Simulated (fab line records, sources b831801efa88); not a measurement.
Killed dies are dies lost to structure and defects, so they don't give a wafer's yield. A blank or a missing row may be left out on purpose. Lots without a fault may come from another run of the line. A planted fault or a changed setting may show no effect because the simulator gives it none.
One fault seen from 2 desks | flow sky130 | each desk has only its own numbers; what lay behind them comes last

THE TOOL OWNER'S DESK: litho_track-03
The tool's own readings at SKY_RES_PROTECT_SOFTBAKE_03 (time 60 s): means of the sampled wafers that have a number, for each lot that ran on this tool. A lot is out of limits, marked OUT, if its mean lies more than 4 standard deviations from the usual mean; the brackets give that distance.
Columns: A = heater_power_total_W at SKY_RES_PROTECT_SOFTBAKE_03, usual 56.60 W; B = run_length_s at SKY_RES_PROTECT_SOFTBAKE_03, usual 88.97 s
lot  | first seen here | A                       | B
L285 | day 15 02:37    | 56.61                   | 89.02
L289 | day 16 12:11    | 56.61                   | 88.94
L295 | day 18 14:44    | 56.57                   | 88.95
L296 | day 18 22:14    | 56.64                   | 89.02
L302 | day 21 07:20    | 67.38 (+99 or more) OUT | 63.99 (-99 or more) OUT
L303 | day 21 13:47    | 67.41 (+99 or more) OUT | 63.91 (-99 or more) OUT
L304 | day 21 19:30    | 67.37 (+99 or more) OUT | 64.06 (-99 or more) OUT
This desk's finding: out of limits on L302, L303, L304; first on L302, day 21 07:20 (heater_power_total_W at SKY_RES_PROTECT_SOFTBAKE_03). In limits: L285, L289, L295, L296.

THE METROLOGY DESK
What the gauges read, lot by lot, whatever tool the lot ran on: means of the sampled wafers that have a number. A lot is out of limits, marked OUT, if its mean lies more than 4 standard deviations from the usual mean; the brackets give that distance.
Columns: A = SONOS_ONO_CVD_02_THK at SKY_SONOS_ONO_THK_MEAS_03, usual 10.45 nm; B = cd_nm at SKY_POLY_GATE_CD_MEAS_13, usual 150.2 nm
lot  | first seen here | A     | B
L284 | day 11 19:43    | 10.47 | 149.4
L285 | day 12 03:24    | 10.29 | 149.2
L288 | day 13 07:21    | 10.37 | 148.4
L289 | day 13 09:01    | 10.58 | 149.5
L291 | day 14 05:25    | 10.55 | 151.3
L293 | day 14 21:26    | 10.45 | 149.8
L294 | day 15 01:25    | 10.40 | 148.5
L295 | day 15 05:34    | 10.57 | 151.4
L296 | day 15 13:32    | 10.39 | 152.4
L302 | day 17 19:31    | 10.43 | 150.7
L303 | day 18 02:11    | 10.37 | 152.7
L304 | day 18 08:48    | 10.34 | 149.7
L305 | day 18 09:50    | 10.60 | 147.2
This desk's finding: nothing out of limits on any of the 13 lots.

PUT TOGETHER
The tool owner's desk could have raised an alarm at day 21 07:20, on L302, L303, L304.
The metrology desk saw nothing out of limits.
The metrology desk has L302, L303, L304 on record, within its limits.
Of the lots named, all ran SKY_RES_PROTECT_SOFTBAKE_03 on litho_track-03.

WHAT THE SIMULATOR HAD PUT IN
Process parameter drift: litho_track-03, from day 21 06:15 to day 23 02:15, at SKY_RES_PROTECT_SOFTBAKE_03. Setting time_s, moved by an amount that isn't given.
Lots struck among those shown: L302, L303, L304.
Hours from the fault's start to each desk's first reading out of limits: the tool owner's desk, 1.
